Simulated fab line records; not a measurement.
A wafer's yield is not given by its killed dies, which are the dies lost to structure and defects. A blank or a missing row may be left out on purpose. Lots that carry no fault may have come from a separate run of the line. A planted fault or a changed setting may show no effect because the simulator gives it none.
A single fault, viewed from 2 desks + flow gf180mcu + only its own numbers are on each desk; what lay behind them is given at the end

THE TOOL OWNER'S DESK: pecvd-02
The tool's own readings at GF_V1_CVD_02 (deposits SiO2 from TEOS, target thk 850 nm, time 94.851 s): means of the sampled wafers that have a number, for each lot that ran on this tool. If a lot's mean is further than 4 standard deviations from the usual mean, the lot is out of limits and carries the mark OUT (the distance appears in the brackets).
Columns: A = heater-power-outer-w at GF_V1_CVD_02, usual 389 W; B = heater-power-w at GF_V1_CVD_02, usual 649 W; C = rf-fwd-power-W at GF_V1_CVD_02, usual 596.2 W
| lot  | first seen here | A   | B   | C               |
|------|-----------------|-----|-----|-----------------|
| L938 | day 17 14:09    | 410 | 667 | 596.5           |
| L939 | day 18 10:25    | 386 | 652 | 597.5           |
| L940 | day 18 17:39    | 472 | 744 | 595.5           |
| L943 | day 19 12:44    | 359 | 602 | 597.1           |
| L946 | day 20 19:44    | 449 | 714 | 596.5           |
| L950 | day 22 22:19    | 491 | 776 | 563.6 (-17) OUT |
| L951 | day 23 01:45    | 502 | 792 | 562.1 (-18) OUT |
This desk finds L950, L951 out of limits, L950 being first, at day 22 22:19 (rf-fwd-power-W at GF_V1_CVD_02). In limits: L938, L939, L940, L943, L946.

THE METROLOGY DESK
What the gauges read for every lot (on any tool): the sampled wafers with a number, averaged. If a lot's mean is further than 4 standard deviations from the usual mean, the lot is out of limits and carries the mark OUT (the distance appears in the brackets).
Columns: A = CONTACT_W_RS at GF_CONTACT_RS_MEAS_25, usual 0.381 ohm/sq; B = V1_CVD_02_THK at GF_V1_THK_MEAS_03, usual 853 nm; C = cd-nm at GF_V1_CD_MEAS_14, usual 259.7 nm
| lot  | first seen here | A     | B   | C     |
|------|-----------------|-------|-----|-------|
| L938 | day 16 13:11    | 0.389 | 850 | 260.1 |
| L939 | day 17 09:07    | 0.384 | 850 | 259.1 |
| L940 | day 17 16:52    | 0.381 | 848 | 257.9 |
| L942 | day 18 07:58    | 0.387 | 853 | 260.0 |
| L943 | day 18 10:43    | 0.382 | 848 | 260.4 |
| L944 | day 19 07:50    | 0.377 | 848 | 260.4 |
| L946 | day 19 18:34    | 0.383 | 858 | 258.0 |
| L950 | day 21 21:17    | 0.383 | 847 | 259.3 |
| L951 | day 22 00:50    | 0.385 | 855 | 261.3 |
| L952 | day 22 05:58    | 0.382 | 845 | 259.3 |
| L958 | day 23 22:06    | 0.373 | 858 | 260.7 |
| L959 | day 24 07:20    | 0.377 | 854 | 258.0 |
This desk found nothing out of limits on any of the 12 lots.

ALL TOGETHER
At day 22 22:19, on L950, L951, the tool owner's desk was in a position to raise an alarm.
Nothing out of limits was seen by the metrology desk.
The metrology desk holds a record of L950, L951, inside its limits.
The lots listed all ran GF_V1_CVD_02 on pecvd-02.

WHAT THE SIMULATOR HAD PUT IN
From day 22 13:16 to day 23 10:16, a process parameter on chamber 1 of pecvd-02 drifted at GF_V1_CVD_02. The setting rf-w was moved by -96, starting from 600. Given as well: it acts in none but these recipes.
Lots struck among those shown: L950, L951.
Hours from the fault's start to each desk's first reading out of limits: the tool owner's desk, 9.
